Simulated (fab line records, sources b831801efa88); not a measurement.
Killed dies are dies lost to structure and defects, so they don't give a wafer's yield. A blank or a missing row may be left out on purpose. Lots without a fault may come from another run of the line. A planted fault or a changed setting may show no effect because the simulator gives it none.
Which tool did it? | flow gf180mcu | 11 lots, 33 wafers sampled, at 6 steps of a route of 602

WHAT THE GAUGES READ, wafer by wafer
GF_M4_RS_MEAS_05: measures by four-point-probe. Usual: M4_ALCU_RS 0.0698 ohm/sq, standard deviation 0.0007.
lot  | measured     | on            | M4_ALCU_RS (ohm/sq)  | flag
L667 | day 23 07:52 | film_metro-02 | 0.0695 0.0691 0.0692 |
L668 | day 24 04:28 | film_metro-01 | 0.0704 0.0703 0.0704 |
L669 | day 24 07:35 | film_metro-04 | 0.0701 0.0698 0.0696 |
L671 | day 24 20:54 | film_metro-04 | 0.0685 0.0692 0.0685 |
L672 | day 25 03:01 | film_metro-01 | 0.0713 0.0706 0.0705 |
L673 | day 25 13:41 | film_metro-02 | 0.0705 0.0703 0.0696 |
L679 | day 27 09:50 | film_metro-02 | 0.0695 0.0701 0.0648 |
L684 | day 28 20:52 | film_metro-04 | 0.0703 0.0699 0.0700 |
L687 | day 29 19:49 | film_metro-04 | 0.0697 0.0688 0.0694 |
L688 | day 29 23:34 | film_metro-04 | 0.0717 0.0707 0.0705 |
L689 | day 30 03:50 | film_metro-02 | 0.0705 0.0702 0.0705 |

GF_M4_THK_MEAS_06: measures by xrf. Usual: M4_ALCU_THK 450 nm, standard deviation 5.1.
lot  | measured     | on            | M4_ALCU_THK (nm) | flag
L667 | day 23 07:59 | film_metro-02 | 449 454 452      |
L668 | day 24 04:34 | film_metro-01 | 447 447 446      |
L669 | day 24 07:42 | film_metro-04 | 448 450 452      |
L671 | day 24 21:01 | film_metro-04 | 459 453 459      |
L672 | day 25 03:07 | film_metro-01 | 440 445 445      |
L673 | day 25 13:48 | film_metro-02 | 443 441 446      |
L679 | day 27 09:57 | film_metro-02 | 451 447 483      |
L684 | day 28 20:59 | film_metro-04 | 444 448 447      |
L687 | day 29 19:55 | film_metro-04 | 450 458 453      |
L688 | day 29 23:41 | film_metro-04 | 437 444 445      |
L689 | day 30 03:56 | film_metro-02 | 442 447 443      |

WHICH TOOL RAN EACH LOT (tool, then ch and the chambers of the sampled wafers, then the start)
lot  | GF_M3_SPUTTER_04             | GF_M3_METAL_ETCH_16               | GF_V3_ETCH_16                      | GF_M4_SPUTTER_02
L667 | pvd_sputter-02, day 21 04:55 | rie_metal-01 ch 0,1, day 22 05:26 | rie_diel-01 ch 0,1,3, day 23 06:17 | pvd_sputter-02, day 23 07:47
L668 | pvd_sputter-02, day 22 02:34 | rie_metal-01 ch 0,1, day 23 02:41 | rie_diel-04 ch 0,3, day 24 02:44   | pvd_sputter-01, day 24 04:19
L669 | pvd_sputter-04, day 22 06:56 | rie_metal-02 ch 0,1, day 23 06:14 | rie_diel-02 ch 0,1,3, day 24 05:59 | pvd_sputter-02, day 24 07:29
L671 | pvd_sputter-03, day 22 20:44 | rie_metal-01 ch 0,1, day 23 19:35 | rie_diel-02 ch 0,1,2, day 24 19:17 | pvd_sputter-03, day 24 20:49
L672 | pvd_sputter-02, day 23 02:40 | rie_metal-02 ch 0,1, day 24 01:26 | rie_diel-02 ch 0,1, day 25 01:05   | pvd_sputter-03, day 25 02:52
L673 | pvd_sputter-03, day 23 14:06 | rie_metal-02 ch 0,1, day 24 13:11 | rie_diel-02 ch 0,2,3, day 25 12:05 | pvd_sputter-03, day 25 13:35
L679 | pvd_sputter-03, day 25 12:37 | rie_metal-01 ch 0,1, day 26 10:08 | rie_diel-04 ch 1,2,3, day 27 08:11 | pvd_sputter-01, day 27 09:43
L684 | pvd_sputter-02, day 27 01:41 | rie_metal-02 ch 0,1, day 27 21:52 | rie_diel-04 ch 0,1,2, day 28 19:17 | pvd_sputter-03, day 28 20:47
L687 | pvd_sputter-04, day 28 00:57 | rie_metal-02 ch 0,1, day 28 20:26 | rie_diel-02 ch 0,1, day 29 18:11   | pvd_sputter-03, day 29 19:41
L688 | pvd_sputter-04, day 28 04:53 | rie_metal-02 ch 0,1, day 29 01:08 | rie_diel-04 ch 1,2, day 29 21:59   | pvd_sputter-03, day 29 23:29
L689 | pvd_sputter-03, day 28 09:11 | rie_metal-01 ch 0, day 29 05:23   | rie_diel-04 ch 0,2,3, day 30 01:32 | pvd_sputter-02, day 30 03:43
- GF_M3_SPUTTER_04: material TiN, target thk 50 nm, time 41.7 s.
- GF_M3_METAL_ETCH_16: etches the open film in Cl2/BCl3, stops on SiO2, target depth 750.8 nm, time 125.1 s.
- GF_V3_ETCH_16: etches BARC in N2/H2.
- GF_M4_SPUTTER_02: material AlCu, target thk 450 nm, time 23.9 s.

WHAT THE TOOLS THEMSELVES READ (means of the sampled wafers that have a number; where no wafer has one, the mark that the record gives instead)
GF_M3_SPUTTER_04. Usual: throttle_valve_pct 30.5 %, standard deviation 1.1.
lot  | tool           | throttle_valve_pct (%) | flag
L667 | pvd_sputter-02 | 29.5                   |
L668 | pvd_sputter-02 | 29.9                   |
L669 | pvd_sputter-04 | 31.1                   |
L671 | pvd_sputter-03 | 30.9                   |
L672 | pvd_sputter-02 | 29.7                   |
L673 | pvd_sputter-03 | 31.6                   |
L679 | pvd_sputter-03 | 31.1                   |
L684 | pvd_sputter-02 | 30.2                   |
L687 | pvd_sputter-04 | 30.6                   |
L688 | pvd_sputter-04 | 30.2                   |
L689 | pvd_sputter-03 | 30.8                   |

GF_M3_METAL_ETCH_16. Usual: bcl3_flow_sccm 40.03 sccm, standard deviation 0.1; drypump_motor_current_A 5.6 A, standard deviation 0.33; he_backside_leak_sccm 3.33 sccm, standard deviation 0.29; oes_product_au 0.991 a.u., standard deviation 0.0052; throttle_valve_pct 28.229 %, standard deviation 0.0094.
lot  | tool         | bcl3_flow_sccm (sccm) | drypump_motor_current_A (A) | he_backside_leak_sccm (sccm) | oes_product_au (a.u.) | throttle_valve_pct (%) | flag
L667 | rie_metal-01 | 39.86                 | 5.8                         | 3.20                         | 0.992                 | 28.217                 |
L668 | rie_metal-01 | 40.00                 | 5.5                         | 3.88                         | 0.991                 | 28.230                 |
L669 | rie_metal-02 | 40.07                 | 5.7                         | 3.18                         | 0.994                 | 28.228                 |
L671 | rie_metal-01 | 40.01                 | 5.5                         | 3.22                         | 0.992                 | 28.220                 |
L672 | rie_metal-02 | 39.93                 | 5.5                         | 3.42                         | 0.989                 | 28.226                 |
L673 | rie_metal-02 | 40.06                 | 5.5                         | 3.20                         | 0.988                 | 28.226                 |
L679 | rie_metal-01 | 40.00                 | 5.5                         | 3.19                         | 0.995                 | 28.227                 |
L684 | rie_metal-02 | 40.01                 | 5.5                         | 3.25                         | 0.994                 | 28.232                 |
L687 | rie_metal-02 | 40.04                 | 5.5                         | 3.34                         | 0.987                 | 28.226                 |
L688 | rie_metal-02 | 39.95                 | 5.5                         | 3.33                         | 0.987                 | 28.228                 |
L689 | rie_metal-01 | 40.14                 | 6.1                         | 3.40                         | 0.988                 | 28.229                 |

GF_V3_ETCH_16. Usual: drypump_motor_current_A 5.81 A, standard deviation 0.25; oes_product_au 0.854 a.u., standard deviation 0.0044; throttle_valve_pct 13.224 %, standard deviation 0.0094.
lot  | tool        | drypump_motor_current_A (A) | oes_product_au (a.u.) | throttle_valve_pct (%) | flag
L667 | rie_diel-01 | 5.88                        | 0.851                 | 13.229                 |
L668 | rie_diel-04 | 5.82                        | 0.851                 | 13.236                 |
L669 | rie_diel-02 | 5.57                        | 0.852                 | 13.217                 |
L671 | rie_diel-02 | 5.58                        | 0.853                 | 13.227                 |
L672 | rie_diel-02 | 5.38                        | 0.859                 | 13.235                 |
L673 | rie_diel-02 | 5.76                        | 0.859                 | 13.227                 |
L679 | rie_diel-04 | 5.96                        | 0.854                 | 13.220                 |
L684 | rie_diel-04 | 6.07                        | 0.854                 | 13.225                 |
L687 | rie_diel-02 | 5.42                        | 0.853                 | 13.217                 |
L688 | rie_diel-04 | 6.14                        | 0.850                 | 13.228                 |
L689 | rie_diel-04 | 5.92                        | 0.856                 | 13.219                 |

GF_M4_SPUTTER_02. Usual: throttle_valve_pct 30.5 %, standard deviation 0.95.
lot  | tool           | throttle_valve_pct (%) | flag
L667 | pvd_sputter-02 | 30.3                   |
L668 | pvd_sputter-01 | 30.6                   |
L669 | pvd_sputter-02 | 28.9                   |
L671 | pvd_sputter-03 | 30.9                   |
L672 | pvd_sputter-03 | 30.3                   |
L673 | pvd_sputter-03 | 30.9                   |
L679 | pvd_sputter-01 | 30.7                   |
L684 | pvd_sputter-03 | 31.8                   |
L687 | pvd_sputter-03 | 31.2                   |
L688 | pvd_sputter-03 | 30.9                   |
L689 | pvd_sputter-02 | 30.3                   |

THE ANSWER, worked out from the rows above alone
Rule: a lot is off if the mean of its wafers that have a number lies more than 3 standard deviations from the usual mean. A lot without any number at a reading at which 4 lots or more have one is off too. The other lots that the step has rows for count as sound. The gauges are gone through in route order, then the tools' own readings, and for those a lot's mean is taken as printed above. The first step at which some lot is off is used, and at that step the reading that is off furthest; a lot without a number counts as furthest.
No lot is off at any reading shown: from this, nothing can be told.

WHAT THE SIMULATOR HAD PUT IN
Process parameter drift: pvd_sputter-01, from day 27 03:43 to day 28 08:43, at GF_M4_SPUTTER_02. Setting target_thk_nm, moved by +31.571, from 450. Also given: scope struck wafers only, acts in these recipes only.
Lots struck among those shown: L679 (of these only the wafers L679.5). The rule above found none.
